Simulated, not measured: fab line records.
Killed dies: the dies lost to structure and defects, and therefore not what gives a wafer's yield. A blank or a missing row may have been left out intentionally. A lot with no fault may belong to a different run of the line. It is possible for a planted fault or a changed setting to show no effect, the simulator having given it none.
fab line records | flow sky130
[record] lots = 6 wafers = 18 last_day = 51
route steps=708 shown RES_XHIGH@336 SD_N@342
lots that met no fault: from a run of the same line without faults
start_h: hours from the record's opening day to when the first of the lot's shown wafers began | wait_h: hours from the lot's prior step to this one | " as in the row above | L1.1+2: a single row standing in for several wafers | - no value, or no start given | * or withheld: withheld | < > ~ a bound
route shown NAME@n: a module of which the file shows steps, and the number in the route of the first | usual: mean/standard deviation taken from wafers without a fault | same: alike in all rows | chamber/n: place in a boat | sites: readings site by site | _std_site: standard deviation across them | _edge_site: mean of outer sites minus mean of inner sites | radius_mm: how far each site lies from the wafer's centre | mask NAME#n: copy n | behind: the last tool/chamber to shape the wafer | hold: why the lot went on hold/how many hours it stayed there/how the hold came to an end | device: the transistor (n, p or np) that didn't switch | end of line: tests of these same wafers at the route's end | for a step that has no rows: nothing shown but its recipe | killed: dies that structure and defects cost at the first sort, which is not the same as the wafer's yield | map: a wafer's dies, x killed, . not, _ none there
set.NAME: the run value of the setting; set.NAME@STEP: its run value at that earlier step | model.NAME: the simulator's own value behind a step, which no gauge read
lots at selected steps of the route; one table per step, one row per wafer
services: a tool's chamber out of use, with start hour (start_h, from the record's first day; less than 0 if before it), hours out, and reason
[[steps]]
[step SKY_RES_XHIGH_EXPOSE_04]
[recipe] mask_id = URPM na = 0.6 source_shape = conventional sigma_outer = 0.6 polarization = unpolarized target_cd_nm = 1270 dose_mj = 140
[step SKY_RES_XHIGH_PEB_05]
[recipe] temp_c = withheld time_s = * resist = NOVOLAK
[step SKY_RES_XHIGH_DEVELOP_06]
[recipe] resist = NOVOLAK developer = TMAH develop_time_s = 60 dev_temp_c = 23
[step SKY_RES_XHIGH_IMPLANT_07]
[recipe] species = BF2 energy_kev = 20 dose_cm2 = 3.6e+14 tilt_deg = 0
[step SKY_RES_XHIGH_STRIP_08]
[recipe] chemistry = O2/N2 power_w = 1400 pressure_mtorr = 1500 platen_temp_c = withheld o2_flow_sccm = 3000 n2_flow_sccm = 300 overash_fraction = 0.5
[usual] chamber_pressure_mTorr = 1500.1/1.4 drypump_motor_current_A = 6.0/0.34 oes_product_au = 0.711/0.0044 strip_time_to_endpoint_s = 14.27/0.036
// columns lot.wafer tool chamber start_h wait_h chamber_pressure_mTorr drypump_motor_current_A oes_product_au rf_hours_counter_h strip_time_to_endpoint_s
L504.2 plasma_asher-03 0 634.94 0.1 1499.0 6.3 0.709 83 14.31
L504.3 " 1 " " 1499.4 5.6 0.714 - 14.29
L504.4 " 0 " " 1503.2 6.3 0.705 - 14.25
L507.1 plasma_asher-03 0 684.79 0.1 1502.2 6.3 0.705 88 14.27
L507.2 " 1 " " 1499.8 5.6 0.707 88 14.23
L507.4 " 1 " " 1499.6 5.6 0.716 - 14.26
L511.1 plasma_asher-02 1 706.09 0.1 1496.6 6.2 0.712 58 14.31
L511.3 " 0 " " 1501.3 6.1 0.723 - 14.23
L511.4 " 1 " " 1502.0 6.2 0.716 - 14.29
L520.3 plasma_asher-03 1 765.72 0.1 1500.8 5.6 0.708 - 14.18
L520.5 " 0 " " 1501.9 6.3 0.707 - 14.25
L520.6 " 1 " " 1501.0 5.6 0.713 - 14.27
L521.2 plasma_asher-03 0 771.54 0.1 1500.6 6.3 0.713 96 14.30
L521.4 " 1 " " 1499.1 5.6 0.712 - 14.25
L521.6 " 1 " " 1499.5 5.6 0.698 - 14.25
L524.1 plasma_asher-02 1 821.81 0.1 1499.9 6.2 0.711 69 14.37
L524.4 " 0 " " 1500.6 6.1 0.707 - 14.31
L524.6 " 0 " " 1501.4 6.1 0.723 - 14.30
[step SKY_RES_XHIGH_TW_MEAS_09]
[usual] RES_XHIGH_TW = 1656/12
// columns lot.wafer tool chamber start_h wait_h RES_XHIGH_TW
L504.2 film_metro-04 - 635.05 0.1 1662
L504.3 " - " " 1667
L504.4 " - " " 1676
L507.1 film_metro-04 - 684.89 0.1 1660
L507.2 " - " " 1665
L507.4 " - " " 1658
L511.1 film_metro-03 - 706.19 0.1 1660
L511.3 " - " " 1657
L511.4 " - " " 1665
L520.3 film_metro-03 - 765.81 0.1 1655
L520.5 " - " " 1659
L520.6 " - " " 1659
L521.2 film_metro-02 - 771.65 0.1 1635
L521.4 " - " " 1636
L521.6 " - " " 1645
L524.1 film_metro-03 - 821.91 0.1 1662
L524.4 " - " " 1655
L524.6 " - " " 1667
[step SKY_SD_N_DEHYDRATE_00]
[recipe] temp_c = 200 time_s = 60
[step SKY_SD_N_HMDS_01]
[recipe] prime_time_s = 60 prime_temp_c = 120
[step SKY_SD_N_COAT_02]
[recipe] resist = NOVOLAK spin_rpm = 3000 resist_thk_nm = 1140
[step SKY_SD_N_SOFTBAKE_03]
[recipe] temp_c = 90 time_s = 60 resist = NOVOLAK
[step SKY_SD_N_EXPOSE_04]
[recipe] mask_id = NSDM na = 0.6 source_shape = conventional sigma_outer = 0.6 polarization = unpolarized target_cd_nm = 380 dose_mj = 142.2
[step SKY_SD_N_PEB_05]
[recipe] temp_c = withheld time_s = * resist = NOVOLAK
[step SKY_SD_N_DEVELOP_06]
[recipe] resist = NOVOLAK developer = TMAH develop_time_s = 60 dev_temp_c = 23
[usual] developer_temp_C = 23.02/0.11 exhaust_pa = 44.9/0.89
// columns lot.wafer tool chamber start_h wait_h developer_temp_C exhaust_pa
L504.2 litho_track-03 0 664.91 0.1 23.03 45.9
L504.3 " 0 " " 23.00 45.6
L504.4 " 0 " " 22.97 45.8
L507.1 litho_track-03 0 711.54 0.1 23.01 44.4
L507.2 " 0 " " 23.09 44.5
L507.4 " 0 " " 23.09 43.8
L511.1 litho_track-02 0 733.35 0.1 22.88 46.1
L511.3 " 0 " " 23.10 46.2
L511.4 " 0 " " 23.04 47.3
L520.3 litho_track-03 0 792.74 0.1 20.90 44.1
L520.5 " 0 " " 20.86 44.6
L520.6 " 0 " " 20.83 45.2
L521.2 litho_track-03 0 797.51 0.1 20.85 45.5
L521.4 " 0 " " 20.66 45.6
L521.6 " 0 " " 20.70 46.1
L524.1 litho_track-02 0 847.81 0.1 23.05 45.3
L524.4 " 0 " " 23.03 46.8
L524.6 " 0 " " 22.97 46.7
[step SKY_SD_N_CD_MEAS_07]
[recipe] target_cd_nm = 380
[usual] cd_nm = 380.2/2.2
// columns lot.wafer tool chamber start_h wait_h cd_nm
L504.2 cd_sem-01 - 665.06 0.1 380.3
L504.3 " - " " 382.9
L504.4 " - " " 383.2
L507.1 cd_sem-02 - 711.69 0.1 380.4
L507.2 " - " " 379.8
L507.4 " - " " 382.5
L511.1 cd_sem-02 - 733.50 0.1 382.0
L511.3 " - " " 380.8
L511.4 " - " " 381.4
L520.3 cd_sem-01 - 792.88 0.1 387.1
L520.5 " - " " 389.1
L520.6 " - " " 386.3
L521.2 cd_sem-01 - 797.66 0.1 386.7
L521.4 " - " " 386.5
L521.6 " - " " 387.6
L524.1 cd_sem-01 - 847.96 0.1 380.6
L524.4 " - " " 376.9
L524.6 " - " " 380.8
[step SKY_SD_N_OVL_MEAS_08]
[usual] SD_N_OVL = -0.8/1.1
// columns lot.wafer tool chamber start_h wait_h SD_N_OVL[nm]
L504.2 overlay-01 - 665.16 0.1 -2.5
L504.3 " - " " -1.6
L504.4 " - " " -2.2
L507.1 overlay-02 - 711.81 0.1 -0.8
L507.2 " - " " -1.2
L507.4 " - " " -0.6
L511.1 overlay-02 - 733.62 0.1 -0.2
L511.3 " - " " -0.5
L511.4 " - " " 1.0
L520.3 overlay-02 - 792.97 0.1 1.7
L520.5 " - " " 0.6
L520.6 " - " " 0.7
L521.2 overlay-02 - 797.76 0.1 -0.5
L521.4 " - " " -0.1
L521.6 " - " " -0.5
L524.1 overlay-02 - 848.08 0.1 0.5
L524.4 " - " " -0.3
L524.6 " - " " 1.9
[[services]]
// columns tool chamber start_h hours kind
plasma_asher-03 - 695.32 1.9 repair
plasma_asher-02 - 772.06 7.3 pm
plasma_asher-03 - 791.60 4.0 repair
[[key]]
[first_sign] step = SKY_SD_N_DEVELOP_06 reading = developer_temp_C direction = down sigmas = 21 usual = * struck = *
[effect] step = SKY_SD_N_CD_MEAS_07 reading = cd_nm direction = up sigmas = 3.2 usual = 380.2 struck = 387.2
met_at SKY_SD_N_DEVELOP_06
struck_wafers L520.3,L520.5,L520.6,L521.2,L521.4,L521.6
tester_left_out L520,L521
onset_between 711.54 792.74
[fault] kind = process_parameter_drift tool = litho_track-03 chamber = - onset_h = 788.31 steps = SKY_SD_N_DEVELOP_06 channel = dev_temp_c offset = * shape = step end_h = 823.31 acts_in = * stated = *
// tester_left_out: of these lots the tester's yield and bins aren't shown, on N5 and GAA mostly nor the transistor test; their killed dies are dies lost to structure and defects alone, not to doping, threshold or leakage, so they don't give the yield
